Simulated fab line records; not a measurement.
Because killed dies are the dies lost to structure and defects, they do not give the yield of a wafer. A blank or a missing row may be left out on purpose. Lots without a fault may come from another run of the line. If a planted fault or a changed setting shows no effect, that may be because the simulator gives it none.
2 desks, one fault -- flow gf180mcu -- every desk sees just its own numbers, and what lay behind them comes last

== TOOL OWNER'S DESK, lpcvd-02 ==
The tool's own readings at GF_STI_CVD_03 (deposits Si3N4 from DCS/NH3, target thk 207.16 nm, time 3551 s): means of the sampled wafers that have a number, for each lot that ran on this tool. Marked OUT: a lot whose mean sits more than 4 standard deviations from the usual mean, which makes it out of limits; the brackets give that distance. 7 of its 9 readings are shown: the first one out of limits and those lying furthest out on some lot.
Columns: A = spike_tc_bottom_C at GF_STI_CVD_03, usual 787 C; B = spike_tc_centre_C at GF_STI_CVD_03, usual 771.2 C; C = spike_tc_lower_C at GF_STI_CVD_03, usual 770.3 C; D = spike_tc_top_C at GF_STI_CVD_03, usual 782.0 C; E = spike_tc_upper_C at GF_STI_CVD_03, usual 769.6 C; F = susceptor_temp_C at GF_STI_CVD_03, usual 770.0 C; G = zone_power_top_pct at GF_STI_CVD_03, usual 26.8 %
lot,first seen here,A,B,C,D,E,F,G
L123,day 2 02:06,782,772.2,770.6,781.9,771.3,770.1,29.7
L125,day 2 07:48,783,771.7,771.7,782.4,769.6,770.3,29.2
L129,day 3 03:34,754 (-9.2) OUT,741.9 (-24) OUT,740.9 (-27) OUT,752.9 (-26) OUT,739.9 (-25) OUT,740.9 (-81) OUT,27.5
L130,day 3 09:43,753 (-9.4) OUT,742.3 (-24) OUT,742.0 (-26) OUT,753.1 (-26) OUT,740.7 (-24) OUT,740.3 (-82) OUT,27.6
L144,day 6 07:29,783,771.8,772.0,781.8,770.6,769.8,29.2
This desk's finding: out of limits on L129, L130; first on L129, day 3 03:34 (spike_tc_bottom_C at GF_STI_CVD_03). L123, L125, L144: within limits.

== FROM THE METROLOGY DESK ==
What the gauges read, lot by lot, whatever tool the lot ran on: means of the sampled wafers that have a number. Marked OUT: a lot whose mean sits more than 4 standard deviations from the usual mean, which makes it out of limits; the brackets give that distance.
Columns: A = STI_CVD_03_THK at GF_STI_THK_MEAS_04, usual 207.5 nm; B = SALICIDE_TIN_THK at GF_SALICIDE_THK_MEAS_05, usual 19.9 nm; C = CONTACT_OVL at GF_CONTACT_OVL_MEAS_15, usual 0 nm
lot,first seen here,A,B,C
L122,day 1 22:44,205.4,20.1,-3
L123,day 2 04:05,211.5,20.4,-7
L125,day 2 09:47,205.9,20.0,-1
L129,day 3 05:35,114.9 (-44) OUT,19.9,0
L130,day 3 11:42,116.2 (-43) OUT,20.4,-1
L135,day 4 12:18,208.4,19.5,-4
L137,day 4 22:16,208.2,19.7,2
L138,day 5 03:34,205.8,20.0,4
L139,day 5 08:35,207.6,20.2,0
L142,day 5 22:35,208.6,20.3,5
L144,day 6 09:28,210.7,20.0,1
This desk's finding: out of limits on L129, L130; first on L129, day 3 05:35 (STI_CVD_03_THK at GF_STI_THK_MEAS_04). L122, L123, L125, L135, L137, L138, L139, L142, L144: within limits.

== TAKEN TOGETHER ==
The tool owner's desk had the chance to raise an alarm at day 3 03:34 on L129, L130.
Metrology desk: alarm possible at day 3 05:35 on L129, L130.
On lpcvd-02, each named lot ran GF_STI_CVD_03.

== WHAT THE SIMULATOR HAD PUT IN ==
lpcvd-02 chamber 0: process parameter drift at GF_STI_CVD_03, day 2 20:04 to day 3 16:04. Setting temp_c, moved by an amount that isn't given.
Lots struck among those shown: L129, L130.
Counting hours from when the fault started, the first reading out of limits came at 8 for the tool owner's desk and at 10 for the metrology desk.
